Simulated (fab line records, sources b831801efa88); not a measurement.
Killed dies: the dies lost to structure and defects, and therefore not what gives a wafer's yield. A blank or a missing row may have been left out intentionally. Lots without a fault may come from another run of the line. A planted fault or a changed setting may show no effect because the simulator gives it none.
A lot that was struck, set against a sound lot	flow sky130	38 out of 708 route steps
Sound: the wafers L583.1, L583.3, L583.5. Wafers struck: L575.1, L575.5, L575.6. The cause comes at the end.
Per side, at each step with rows, come the tool, then ch with its chambers, and then its first start. Under that, the readings that differ: sound wafers	struck wafers	difference of the means	sigmas: that difference in standard deviations of wafers without a fault.
alike: readings whose means differ by less than 2 such deviations, and words and numbers that are the same on both sides. not compared: withheld readings, readings that some wafer has no value for, bounds like >300 that may hide the same value, and numbers for which the record gives no deviation and whose values overlap.
Wherever a step has rows on one side only, a row that says differs or no value, or a row with sigmas, the two part there. Numbers that don't overlap but have no deviation are shown without sigmas and don't part them. Lack of a reading on every wafer of one side parts them only where that side has two or more wafers.

first, 10 steps without rows for these wafers: SKY_GATE_OXIDE_COAT_05 (resist thk 1140 nm); SKY_GATE_OXIDE_SOFTBAKE_06 (time 60 s); SKY_GATE_OXIDE_EXPOSE_07 (exposes mask LVOM, target cd 600 nm); SKY_GATE_OXIDE_PEB_08; SKY_GATE_OXIDE_DEVELOP_09 (develop time 60 s); SKY_GATE_OXIDE_IMPLANT_11; SKY_GATE_OXIDE_WET_ETCH_12 (etches SiO2 in dHF, target depth 16.8 nm, time 336 s); SKY_GATE_OXIDE_STRIP_13 (strips in O2/N2); SKY_GATE_OXIDE_CLEAN_15 (cleans in SC1/SC2, time 150 s); SKY_GATE_OXIDE_OXIDATION_16 (stabilise 600 s, purge 300 s, target thk 3.57 nm).
SKY_POLY_GATE_CVD_00: deposits poly-Si, target thk 180 nm, time 720 s.
  sound on lpcvd-01 ch 0, day 19 22:22; struck on lpcvd-01 ch 0, day 16 21:23
reading	sound	struck	difference	sigmas
spikeTcBottomC (C)	639.2 640.4 638.6	635.0 634.2 633.7	-5.1	-5
spikeTcCentreC (C)	620.0 621.9 620.9	615.9 615.0 615.3	-5.5	-4
spikeTcLowerC (C)	621.2 623.0 622.6	616.6 615.4 615.6	-6.4	-6
spikeTcTopC (C)	633.8 635.3 633.6	629.5 629.7 628.2	-5.1	-3
spikeTcUpperC (C)	621.7 621.7 623.5	614.5 617.2 616.7	-6.2	-4
model.poly-Si_of_POLY_GATE_CVD_00.thkNm (nm)	178.2 179.2 178.7	158.1 156.4 157.7	-21.3	
SKY_POLY_GATE_THK_MEAS_01:
  sound on filmMetro-02, day 20 00:10; struck on filmMetro-01, day 16 22:49
reading	sound	struck	difference	sigmas
POLY_GATE_CVD_00_THK (nm)	178.2 179.1 178.7	158.2 156.3 157.8	-21.2	-13
  not compared: hold
then, 8 steps without rows for these wafers: SKY_RES_PROTECT_HMDS_01 (prime time 60 s); SKY_RES_PROTECT_COAT_02 (resist thk 1140 nm); SKY_RES_PROTECT_SOFTBAKE_03 (time 60 s); SKY_RES_PROTECT_EXPOSE_04 (exposes mask RPM, target cd 1270 nm); SKY_RES_PROTECT_PEB_05; SKY_RES_PROTECT_DEVELOP_06 (develop time 60 s); SKY_POLY_GATE_IMPLANT_02; SKY_RES_PROTECT_STRIP_07 (strips in O2/N2).
SKY_RES_PROTECT_CLEAN_09: cleans in SC1/SC2, time 150 s.
  sound on wetBench-04 ch 0, day 21 07:30; struck on wetBench-03 ch 2, day 18 03:49
reading	sound	struck	difference	sigmas
model.poly-Si_of_POLY_GATE_CVD_00.thkNm (nm)	177.6 178.6 178	157.5 155.7 157.1	-21.3	
then, 11 steps without rows for these wafers: SKY_POLY_GATE_CVD_03 (deposits Si3N4 from DCS/NH3, target thk 75 nm, time 1290 s); SKY_POLY_GATE_DEHYDRATE_05 (time 60 s); SKY_POLY_GATE_HMDS_06 (prime time 60 s); SKY_POLY_GATE_COAT_07 (resist thk 110 nm); SKY_POLY_GATE_COAT_08 (resist thk 450 nm); SKY_POLY_GATE_SOFTBAKE_09 (time 90 s); SKY_POLY_GATE_EXPOSE_10 (exposes mask P1M, target cd 150 nm); SKY_POLY_GATE_PEB_11; SKY_POLY_GATE_DEVELOP_12 (develop time 60 s); SKY_POLY_GATE_ETCH_15 (etches BARC in N2/H2, stops on SiO2, time 118.5 s, target depth 110 nm); SKY_POLY_GATE_ETCH_16 (etches Si3N4 in CH3F/O2, stops on poly-Si, time 147.5 s, target depth 75 nm).
SKY_POLY_GATE_ETCH_17: etches poly-Si in HBr/Cl2, stops on SiO2, target depth 180 nm, time 70.5 s.
  sound on rieSi-02 ch 1,2, day 22 15:49; struck on rieSi-01 ch 0,2,3, day 19 11:40
reading	sound	struck	difference	sigmas
oesProductAu (a.u.)	0.990 0.984 0.975	0.900 0.908 0.903	-0.079	-11
model.etch.depthNm (nm)	177.6 178.6 178	157.5 155.7 157.1	-21.3	
model.POLY_GATE.featureDepthNm (nm)	177.6 178.6 178	157.5 155.7 157.1	-21.3	
  alike: drypumpMotorCurrentA, throttleValvePct
  not compared: rfHoursCounterH
then, 2 steps without rows for these wafers: SKY_POLY_GATE_STRIP_18 (strips in O2/N2); SKY_POLY_GATE_CLEAN_19 (cleans in SC1/SC2, time 150 s).
-- the record jumps here: 22 days lie between the struck wafers' starts before and after (it left off in module POLY_GATE and takes up again in module METAL3, whose first step shown is number 565 of the route) --
SKY_METAL3_DESCUM_15: chemistry O2, time 8 s.
  sound on rieMetal-01 ch 0,1, day 43 14:52; struck on rieMetal-03 ch 0,1, day 41 03:52
  alike: drypumpMotorCurrentA, oesProductAu
  not compared: rfHoursCounterH, model.METAL3.cdNm
SKY_METAL3_METAL_ETCH_18: etches the open film in Cl2/BCl3, stops on SiO2, target depth 845 nm, time 183.1 s.
  sound on rieMetal-02 ch 0, day 43 15:01; struck on rieMetal-01 ch 0,1, day 41 04:01
  alike: drypumpMotorCurrentA, oesProductAu, throttleValvePct
  not compared: rfHoursCounterH, model.METAL3.cdNm
-- the record jumps here: 7 days lie between the struck wafers' starts before and after (it left off in module METAL3 and takes up again in module PAD_OPEN, whose first step shown is number 708 of the route) --
SKY_PAD_OPEN_PROBE_99:
  sound on prober-01, day 49 20:21; struck on prober-02, day 47 22:56
reading	sound	struck	difference	sigmas
killedOnRim	18 20 24	14 11 12	-8	-2
model.etest.resHighPo.lineOhmUm	752.9 778.4 755.1	865.2 862.6 847.4	+96.3	
model.etest.resPoly.lineOhmUm	509.1 529 510.2	595 582.1 576	+68	
model.etest.resHighPo.rsOhmSq	260.8 267.7 263.2	301.9 305.6 291.7	+35.8	
model.etest.resPoly.rsOhmSq	48.52 49.45 48.55	56.3 56.87 54.48	+7.0	
model.etest.capLiToPoly.cAfUm2	93.9 96.59 96.25	93.39 93.07 89.8	-3.49	
  alike: killed_at_M0_to_M3, killed_at_M4_up, killedAtContacts, killedAtFrontEnd, killedAtOther, killedDies, killedOpen, killedShort
  not compared: model.etest.met3.widthNm, model.etest.met3.lineOhmUm

## WHERE THEY PART
At SKY_POLY_GATE_CVD_00 first; at SKY_PAD_OPEN_PROBE_99 last (within this record only).

WHY: the cause the simulator had injected
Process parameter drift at SKY_POLY_GATE_CVD_00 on lpcvd-01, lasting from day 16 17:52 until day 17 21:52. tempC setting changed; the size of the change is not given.
